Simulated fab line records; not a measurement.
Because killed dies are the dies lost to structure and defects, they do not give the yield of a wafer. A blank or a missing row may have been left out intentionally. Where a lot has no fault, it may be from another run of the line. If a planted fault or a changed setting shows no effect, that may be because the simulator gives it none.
fab line records | flow sky130
[record] lots = 5 | wafers = 15 | last_day = 49
route steps=708 shown SPACER@306 POLY_CUT@307 PAD_OPEN@708
lots that met no fault: from a run of the same line without faults
start_h: start of the lot's first displayed wafer, in hours after the record's first day | wait_h: time in hours since the lot's previous step | " unchanged from the row above | L1.1+2: a single row standing in for several wafers | - either no value or no given start | * or withheld: withheld | < > ~ a bound
route shown NAME@n: names a module that has steps shown in the file, with the first one's number in the route | usual: mean/standard deviation of fault-free wafers | same: alike in all rows | chamber/n: place in a boat | sites: each site's reading | _std_site: standard deviation across them | _edge_site: the outer-site mean with the inner-site mean subtracted | radius_mm: how far each site lies from the wafer's centre | mask NAME#n: copy n | behind: the last tool/chamber to shape the wafer | hold: cause of the lot's hold/its duration in hours/its outcome | device: transistor that didn't switch, given as n, p or np | end of line: tests run on the same wafers once the route is complete | step lacking rows: just its recipe | killed: not the wafer's yield, but the dies lost to structure and defects at the first sort | map: shows each die of a wafer: x if killed, . if not, _ if none is there
set.NAME: the run value of the setting; set.NAME@STEP: its run value at that earlier step | model.NAME: the simulator's own value behind a step, which no gauge read
lots at selected steps of the route; one table per step, one row per wafer
services: from which hour (start_h, from the record's first day; less than 0 if before it) a tool's chamber was out of use, for how many hours, and why
[[steps]]
[step SKY_SPACER_ETCHBACK_02]
[recipe] chemistry = CH3F/O2 | target = Si3N4 | stop_on = SiO2 | source_w = 400 | bias_w = 80 | pressure_mtorr = 25 | ch3f_flow_sccm = 40 | O2_flow_sccm = 30 | time_s = 46.7 | target_depth_a = 450
[usual] O2_flow_sccm = 30.01/0.091 | chamber_pressure_mTorr = 24.999/0.025 | drypump_motor_current_A = 5.8/0.46 | oes_product_au = 0.854/0.0062 | throttle_valve_pct = 10.562/0.0087
[same] time_s = 46.7
lot.wafer | tool        | chamber | start_h | wait_h | O2_flow_sccm | chamber_pressure_mTorr | drypump_motor_current_A | oes_product_au | rf_hours_counter_h | throttle_valve_pct
L695.2    | rie_diel-02 | 1       | 562.45  | 0.0    | 30.04        | 24.984                 | 6.4                     | 0.857          | 50                 | 10.555
L695.3    | "           | 0       | "       | "      | 29.96        | 25.003                 | 6.1                     | 0.859          | 3                  | 10.558
L695.5    | "           | 3       | "       | "      | 29.99        | 25.024                 | 5.8                     | 0.850          | -                  | 10.565
L697.2    | rie_diel-03 | 3       | 576.89  | 0.0    | 30.00        | 25.007                 | 5.8                     | 0.849          | 8                  | 10.557
L697.3    | "           | 2       | "       | "      | 29.95        | 24.978                 | 4.9                     | 0.850          | 3                  | 10.565
L697.6    | "           | 3       | "       | "      | 29.96        | 25.007                 | 5.8                     | 0.848          | -                  | 10.560
L702.1    | rie_diel-04 | 1       | 625.30  | 0.1    | 30.06        | 25.010                 | 6.1                     | 0.857          | 10                 | 10.574
L702.5    | "           | 3       | "       | "      | 29.91        | 24.972                 | 5.6                     | 0.856          | -                  | 10.564
L702.6    | "           | 0       | "       | "      | 30.27        | 24.970                 | 6.0                     | 0.855          | -                  | 10.556
L705.1    | rie_diel-03 | 2       | 647.97  | 0.1    | 29.93        | 24.987                 | 4.9                     | 0.853          | 6                  | 10.556
L705.2    | "           | 0       | "       | "      | 30.10        | 25.008                 | 5.1                     | 0.843          | 56                 | 10.553
L705.5    | "           | 0       | "       | "      | 30.10        | 25.024                 | 5.1                     | 0.838          | -                  | 10.561
L709.2    | rie_diel-03 | 3       | 679.19  | 0.0    | 30.12        | 24.985                 | 5.9                     | 0.853          | 10                 | 10.564
L709.4    | "           | 0       | "       | "      | 30.10        | 25.004                 | 5.1                     | 0.852          | -                  | 10.568
L709.5    | "           | 3       | "       | "      | 30.04        | 24.957                 | 5.9                     | 0.858          | -                  | 10.575
[step SKY_POLY_CUT_DEHYDRATE_00]
[recipe] temp_c = 200 | time_s = 60
[step SKY_POLY_CUT_HMDS_01]
[recipe] prime_time_s = 60 | prime_temp_c = 120
[step SKY_POLY_CUT_COAT_02]
[recipe] resist = BARC | temp_c = withheld | time_s = withheld | spin_rpm = 3000 | resist_thk_nm = 60
[step SKY_POLY_CUT_COAT_03]
[recipe] resist = KrF-thick | spin_rpm = 3000 | resist_thk_nm = 450
[step SKY_POLY_CUT_SOFTBAKE_04]
[recipe] temp_c = 100 | time_s = 90 | resist = KrF-thick
[step SKY_POLY_CUT_EXPOSE_05]
[recipe] mask_id = NPCM | na = 0.8 | source_shape = annular | sigma_inner = 0.55 | sigma_outer = 0.85 | target_cd_nm = 270 | dose_mj = 32
[step SKY_POLY_CUT_PEB_06]
[recipe] peb_temp_c = withheld | peb_time_s = withheld | resist = KrF-thick
[step SKY_POLY_CUT_DEVELOP_07]
[recipe] develop_time_s = 60 | resist = KrF-thick | dev_temp_c = 21
[step SKY_POLY_CUT_CD_MEAS_08]
[recipe] target_cd_nm = 270
[usual] cd_nm = 270.0/1.2
lot.wafer | tool      | chamber | start_h | wait_h | cd_nm
L695.2    | cd_sem-01 | -       | 591.44  | -      | 270.4
L695.3    | "         | -       | "       | "      | 269.3
L695.5    | "         | -       | "       | "      | 270.2
L697.2    | cd_sem-01 | -       | 606.05  | -      | 270.2
L697.3    | "         | -       | "       | "      | 271.3
L697.6    | "         | -       | "       | "      | 270.1
L702.1    | cd_sem-01 | -       | 653.79  | -      | 270.3
L702.5    | "         | -       | "       | "      | 271.2
L702.6    | "         | -       | "       | "      | 269.7
L705.1    | cd_sem-02 | -       | 676.13  | -      | 269.1
L705.2    | "         | -       | "       | "      | 268.8
L705.5    | "         | -       | "       | "      | 268.6
L709.2    | cd_sem-01 | -       | 707.69  | -      | 270.7
L709.4    | "         | -       | "       | "      | 269.9
L709.5    | "         | -       | "       | "      | 270.9
[step SKY_POLY_CUT_OVL_MEAS_09]
[usual] POLY_CUT_OVL = 3/5.9
lot.wafer | tool       | chamber | start_h | wait_h | POLY_CUT_OVL[nm]
L695.2    | overlay-02 | -       | 591.55  | 0.1    | 10
L695.3    | "          | -       | "       | "      | 6
L695.5    | "          | -       | "       | "      | -1
L697.2    | overlay-01 | -       | 606.15  | 0.1    | 9
L697.3    | "          | -       | "       | "      | 16
L697.6    | "          | -       | "       | "      | 15
L702.1    | overlay-01 | -       | 653.91  | 0.1    | 8
L702.5    | "          | -       | "       | "      | -3
L702.6    | "          | -       | "       | "      | 2
L705.1    | overlay-01 | -       | 676.25  | 0.1    | 3
L705.2    | "          | -       | "       | "      | 7
L705.5    | "          | -       | "       | "      | 5
L709.2    | overlay-01 | -       | 707.80  | 0.1    | 2
L709.4    | "          | -       | "       | "      | -5
L709.5    | "          | -       | "       | "      | -1
[step SKY_POLY_CUT_ETCH_10]
[recipe] chemistry = N2/H2 | target = BARC | ion_energy_ev = 200 | source_w = 500 | bias_w = 100 | pressure_mtorr = 30 | n2_flow_sccm = 100 | h2_flow_sccm = 200 | stop_on = SiO2 | time_s = 45.9 | target_depth_a = 600
[usual] chamber_pressure_mTorr = 30.000/0.028 | drypump_motor_current_A = 5.93/0.28 | oes_product_au = 0.854/0.0051 | run_length_s = 74.2/0.31 | throttle_valve_pct = 13.225/0.009
[same] time_s = 45.9
lot.wafer | tool        | chamber | start_h | wait_h | chamber_pressure_mTorr | drypump_motor_current_A | oes_product_au | rf_hours_counter_h | run_length_s | throttle_valve_pct
L695.2    | rie_diel-01 | 0       | 591.58  | 0.0    | 30.026                 | 5.55                    | 0.850          | 8                  | 75.0         | 13.224
L695.3    | "           | 2       | "       | "      | 29.984                 | 6.33                    | 0.853          | 6                  | 74.6         | 13.233
L695.5    | "           | 0       | "       | "      | 30.009                 | 5.57                    | 0.850          | -                  | 74.8         | 13.239
L697.2    | rie_diel-02 | 0       | 606.18  | 0.0    | 29.971                 | 6.13                    | 0.854          | 3                  | 74.8         | 13.235
L697.3    | "           | 1       | "       | "      | 30.021                 | 6.39                    | 0.855          | 51                 | 74.5         | 13.239
L697.6    | "           | 0       | "       | "      | 29.971                 | 6.11                    | 0.859          | -                  | 74.8         | 13.226
L702.1    | rie_diel-04 | 1       | 653.95  | 0.0    | 29.998                 | 6.16                    | 0.851          | 11                 | 73.8         | 13.243
L702.5    | "           | 2       | "       | "      | 30.012                 | 5.66                    | 0.850          | -                  | 74.6         | 13.233
L702.6    | "           | 1       | "       | "      | 30.026                 | 6.14                    | 0.858          | -                  | 74.0         | 13.227
L705.1    | rie_diel-02 | 1       | 676.28  | 0.0    | 30.072                 | 6.38                    | 0.855          | 52                 | 74.1         | 13.231
L705.2    | "           | 2       | "       | "      | 29.983                 | 6.11                    | 0.852          | 8                  | 74.6         | 13.228
L705.5    | "           | 1       | "       | "      | 29.969                 | 6.36                    | 0.852          | -                  | 74.0         | 13.229
L709.2    | rie_diel-04 | 0       | 707.83  | 0.0    | 30.031                 | 6.01                    | 0.849          | 15                 | 74.1         | 13.219
L709.4    | "           | 1       | "       | "      | 29.965                 | 6.13                    | 0.858          | 13                 | 73.8         | 13.216
L709.5    | "           | 3       | "       | "      | 29.995                 | 5.62                    | 0.855          | -                  | 74.1         | 13.224
[step SKY_POLY_CUT_ETCH_11]
[recipe] target = Si3N4 | chemistry = CF4/CH2F2/Ar | stop_on = poly-Si | source_w = 600 | bias_w = 150 | pressure_mtorr = 40 | cf4_flow_sccm = 40 | ch2f2_flow_sccm = 20 | Ar_flow_sccm = 150 | time_s = 42.5 | target_depth_a = 600
[usual] chamber_pressure_mTorr = 40.00/0.041 | drypump_motor_current_A = 5.93/0.29 | mfc_ar_sccm = 150.0/0.43 | oes_product_au = 0.830/0.0068 | run_length_s = 70.8/0.34 | throttle_valve_pct = 14.993/0.0086
lot.wafer | tool        | chamber | start_h | wait_h | chamber_pressure_mTorr | drypump_motor_current_A | mfc_ar_sccm | oes_product_au | rf_hours_counter_h | run_length_s | throttle_valve_pct
L695.2    | rie_diel-01 | 0       | 591.62  | 0.0    | 39.96                  | 5.57                    | 149.3       | 0.821          | 8                  | 71.2         | 14.985
L695.3    | "           | 2       | "       | "      | 40.00                  | 6.31                    | 150.4       | 0.829          | 6                  | 71.5         | 14.993
L695.5    | "           | 0       | "       | "      | 39.88                  | 5.54                    | 149.4       | 0.817          | -                  | 71.1         | 14.994
L697.2    | rie_diel-02 | 0       | 606.23  | 0.0    | 39.98                  | 6.08                    | 149.9       | 0.827          | 3                  | 71.0         | 14.987
L697.3    | "           | 1       | "       | "      | 40.04                  | 6.37                    | 150.0       | 0.825          | 51                 | 70.6         | 15.012
L697.6    | "           | 0       | "       | "      | 39.94                  | 6.11                    | 149.9       | 0.830          | -                  | 71.0         | 14.991
L702.1    | rie_diel-04 | 1       | 653.99  | 0.0    | 39.95                  | 6.16                    | 150.3       | 0.816          | 11                 | 70.6         | 15.006
L702.5    | "           | 2       | "       | "      | 39.94                  | 5.64                    | 149.9       | 0.823          | -                  | 70.7         | 14.986
L702.6    | "           | 1       | "       | "      | 40.06                  | 6.12                    | 150.0       | 0.823          | -                  | 70.5         | 14.989
L705.1    | rie_diel-02 | 1       | 676.33  | 0.0    | 40.08                  | 6.41                    | 150.0       | 0.822          | 52                 | 70.6         | 14.986
L705.2    | "           | 2       | "       | "      | 40.05                  | 6.09                    | 149.6       | 0.915          | 8                  | 66.9         | 15.000
L705.5    | "           | 1       | "       | "      | 40.03                  | 6.36                    | 149.8       | 0.828          | -                  | 71.2         | 14.989
L709.2    | rie_diel-04 | 0       | 707.87  | 0.0    | 39.95                  | 5.99                    | 150.5       | 0.836          | 15                 | 71.2         | 15.002
L709.4    | "           | 1       | "       | "      | 40.00                  | 6.15                    | 150.2       | 0.824          | 13                 | 70.9         | 14.983
L709.5    | "           | 3       | "       | "      | 40.02                  | 5.62                    | 150.2       | 0.839          | -                  | 70.5         | 14.989
[step SKY_POLY_CUT_STRIP_12]
[recipe] chemistry = O2/N2 | power_w = 1400 | pressure_mtorr = 1500 | platen_temp_c = withheld | o2_flow_sccm = 3000 | n2_flow_sccm = 300 | overash_fraction = 0.5
[usual] chamber_pressure_mTorr = 1500.1/1.4 | drypump_motor_current_A = 5.8/0.38 | oes_product_au = 0.453/0.0046 | strip_time_to_endpoint_s = 5.359/0.018
lot.wafer | tool            | chamber | start_h | wait_h | chamber_pressure_mTorr | drypump_motor_current_A | oes_product_au | rf_hours_counter_h | strip_time_to_endpoint_s
L695.2    | plasma_asher-01 | 1       | 591.66  | 0.0    | 1499.5                 | 5.8                     | 0.450          | 16                 | 5.349
L695.3    | "               | 1       | "       | "      | 1501.2                 | 5.9                     | 0.454          | -                  | 5.348
L695.5    | "               | 0       | "       | "      | 1501.4                 | 5.0                     | 0.463          | -                  | 5.361
L697.2    | plasma_asher-04 | 0       | 606.27  | 0.0    | 1498.9                 | 6.2                     | 0.457          | 75                 | 5.365
L697.3    | "               | 0       | "       | "      | 1501.4                 | 6.2                     | 0.458          | -                  | 5.366
L697.6    | "               | 0       | "       | "      | 1500.6                 | 6.2                     | 0.445          | -                  | 5.354
L702.1    | plasma_asher-04 | 0       | 654.03  | 0.0    | 1501.1                 | 6.2                     | 0.449          | 80                 | 5.358
L702.5    | "               | 0       | "       | "      | 1501.1                 | 6.2                     | 0.449          | -                  | 5.349
L702.6    | "               | 1       | "       | "      | 1501.0                 | 6.1                     | 0.453          | -                  | 5.354
L705.1    | plasma_asher-04 | 0       | 676.37  | 0.0    | 1498.5                 | 6.2                     | 0.447          | 83                 | 5.371
L705.2    | "               | 1       | "       | "      | 1499.0                 | 6.1                     | 0.455          | 83                 | 5.375
L705.5    | "               | 1       | "       | "      | 1500.6                 | 6.1                     | 0.454          | -                  | 5.376
L709.2    | plasma_asher-03 | 1       | 707.91  | 0.0    | 1499.4                 | 5.6                     | 0.453          | 60                 | 5.368
L709.4    | "               | 0       | "       | "      | 1500.6                 | 5.5                     | 0.457          | -                  | 5.338
L709.5    | "               | 1       | "       | "      | 1500.8                 | 5.6                     | 0.451          | -                  | 5.350
[step SKY_PAD_OPEN_PROBE_99]
[usual] killed_at_M0_to_M3 = 44/7.2 | killed_at_M4_up = 3.5/1.8 | killed_at_contacts = 25/5.1 | killed_at_front_end = 14/4.4 | killed_at_other = 0.4/0.58 | killed_dies = 87/9.1 | killed_open = 48/6.9 | killed_short = 38/6.3
[same] gross_dies = 492 | killed_at_back_side = 0
lot.wafer | tool      | chamber | start_h | wait_h | killed_at_M0_to_M3 | killed_at_M4_up | killed_at_contacts | killed_at_front_end | killed_at_other | killed_dies | killed_open | killed_short
L695.2    | prober-02 | -       | 1099.06 | 0.1    | 45                 | 3               | 33                 | 15                  | 1               | 97          | 55          | 41
L695.3    | prober-02 | -       | 1099.11 | 0.2    | 41                 | 7               | 22                 | 10                  | 1               | 81          | 42          | 39
L695.5    | prober-02 | -       | 1099.21 | 0.2    | 48                 | 6               | 29                 | 16                  | 0               | 99          | 61          | 38
L697.2    | prober-02 | -       | 1111.49 | 0.1    | 50                 | 3               | 28                 | 21                  | 0               | 102         | 56          | 46
L697.3    | prober-02 | -       | 1111.54 | 0.2    | 54                 | 2               | 25                 | 10                  | 0               | 91          | 49          | 42
L697.6    | prober-02 | -       | 1111.69 | 0.2    | 51                 | 3               | 22                 | 11                  | 1               | 88          | 47          | 40
L709.2    | prober-01 | -       | 1175.74 | 0.1    | 43                 | 2               | 14                 | 16                  | 1               | 76          | 42          | 34
L709.4    | prober-01 | -       | 1175.84 | 0.2    | 32                 | 3               | 22                 | 9                   | 0               | 66          | 36          | 30
L709.5    | prober-01 | -       | 1175.89 | 0.2    | 47                 | 3               | 23                 | 19                  | 0               | 92          | 62          | 29
// killed by level:class
L695.2 CONTACT:geometric_particle:open=13 VIA1:geometric_particle:open=11 VIA3:geometric_particle:open=9 VIA1:geometric_particle:short=6 LI_CONTACT:geometric_particle:short=5 LI_CONTACT:geometric_particle:open=5 CONTACT:geometric_particle:short=5 FIELD_ISO:geometric_particle:open=4
L695.3 CONTACT:geometric_particle:open=9 VIA1:geometric_particle:open=9 LI_CONTACT:geometric_particle:open=6 VIA2:geometric_particle:short=5 METAL4:geometric_particle:short=5 METAL1:geometric_particle:short=4 METAL2:geometric_particle:short=4 VIA2:geometric_particle:open=4
L695.5 LI_CONTACT:geometric_particle:open=11 VIA1:geometric_particle:open=10 VIA3:geometric_particle:open=8 VIA2:geometric_particle:open=7 FIELD_ISO:geometric_particle:short=6 CONTACT:geometric_particle:short=5 CONTACT:geometric_particle:open=5 LI_CONTACT:geometric_particle:short=4
L697.2 CONTACT:geometric_particle:open=11 VIA1:geometric_particle:open=10 FIELD_ISO:geometric_particle:open=9 VIA3:geometric_particle:open=7 POLY_GATE:geometric_particle:open=7 METAL2:geometric_particle:short=7 METAL1:geometric_particle:short=7 CONTACT:geometric_particle:short=6
L697.3 CONTACT:geometric_particle:open=9 METAL1:geometric_particle:short=9 LI_CONTACT:geometric_particle:open=8 VIA3:geometric_particle:open=8 VIA1:geometric_particle:open=8 VIA2:geometric_particle:open=6 FIELD_ISO:geometric_particle:short=5 CONTACT:geometric_particle:short=5
L697.6 VIA1:geometric_particle:open=14 CONTACT:geometric_particle:open=11 VIA1:geometric_particle:short=9 VIA2:geometric_particle:short=6 METAL1:geometric_particle:short=5 VIA3:geometric_particle:open=4 VIA2:geometric_particle:open=4 LI_CONTACT:geometric_particle:short=3
L709.2 VIA3:geometric_particle:open=13 POLY_GATE:geometric_particle:short=7 VIA1:geometric_particle:short=7 VIA1:geometric_particle:open=7 VIA2:geometric_particle:open=6 LI_CONTACT:geometric_particle:open=5 CONTACT:geometric_particle:open=5 FIELD_ISO:geometric_particle:short=4
L709.4 CONTACT:geometric_particle:open=10 VIA2:geometric_particle:open=7 VIA1:geometric_particle:open=7 LI_CONTACT:geometric_particle:open=5 VIA1:geometric_particle:short=5 FIELD_ISO:geometric_particle:open=4 METAL1:geometric_particle:short=4 METAL2:geometric_particle:short=4
L709.5 VIA2:geometric_particle:open=11 VIA1:geometric_particle:open=10 VIA3:geometric_particle:open=9 LI_CONTACT:geometric_particle:open=8 CONTACT:geometric_particle:open=8 FIELD_ISO:geometric_particle:open=5 POLY_GATE:geometric_particle:open=5 FIELD_ISO:geometric_particle:short=4
[[services]]
tool            | chamber | start_h | hours | kind
rie_diel-04     | 2       | 541.44  | -     | clean
rie_diel-04     | 2       | 541.44  | 16.5  | scheduled_down
rie_diel-04     | 3       | 562.76  | 4.3   | repair
rie_diel-01     | 3       | 568.35  | 7.9   | repair
plasma_asher-04 | -       | 568.65  | 16.2  | repair
plasma_asher-03 | -       | 582.19  | 0.8   | repair
rie_diel-03     | 1       | 586.44  | 110.9 | repair
rie_diel-02     | 1       | 594.00  | 4.7   | repair
rie_diel-04     | 0       | 598.62  | 5.3   | repair
plasma_asher-03 | -       | 604.02  | 9.8   | repair
rie_diel-04     | -       | 606.03  | 0.2   | repair
rie_diel-04     | 2       | 619.91  | 6.7   | repair
rie_diel-03     | 3       | 628.61  | 19.5  | repair
rie_diel-03     | -       | 630.18  | 0.7   | repair
rie_diel-01     | 2       | 633.25  | 8.4   | repair
plasma_asher-01 | -       | 639.18  | 3.4   | repair
rie_diel-04     | 3       | 650.38  | 5.3   | repair
plasma_asher-03 | -       | 654.99  | 2.8   | pm
rie_diel-01     | 3       | 666.45  | 4.6   | repair
rie_diel-02     | 0       | 671.90  | 9.3   | repair
rie_diel-01     | 2       | 679.28  | 12.7  | repair
rie_diel-02     | -       | 695.47  | 0.6   | repair
rie_diel-02     | 1       | 698.14  | 7.8   | repair
rie_diel-02     | 3       | 703.94  | 2.4   | repair
[[key]]
[first_sign] step = SKY_POLY_CUT_ETCH_11 | reading = oes_product_au | direction = up | sigmas = 13 | usual = 0.830 | struck = 0.915
[effect] step = SKY_POLY_CUT_ETCH_11 | reading = run_length_s | direction = down | sigmas = 12 | usual = * | struck = *
met_at SKY_POLY_CUT_ETCH_11
struck_wafers L705.2
tester_left_out L705
[fault] kind = process_parameter_drift | tool = rie_diel-02 | chamber = 2 | onset_h = 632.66 | steps = SKY_POLY_CUT_ETCH_11 | channel = time_s | offset = * | shape = step | end_h = 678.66 | acts_in = * | stated = *
// tester_left_out: of these lots the tester's yield and bins aren't shown, on N5 and GAA mostly nor the transistor test; their killed dies are dies lost to structure and defects alone, not to doping, threshold or leakage, so they don't give the yield
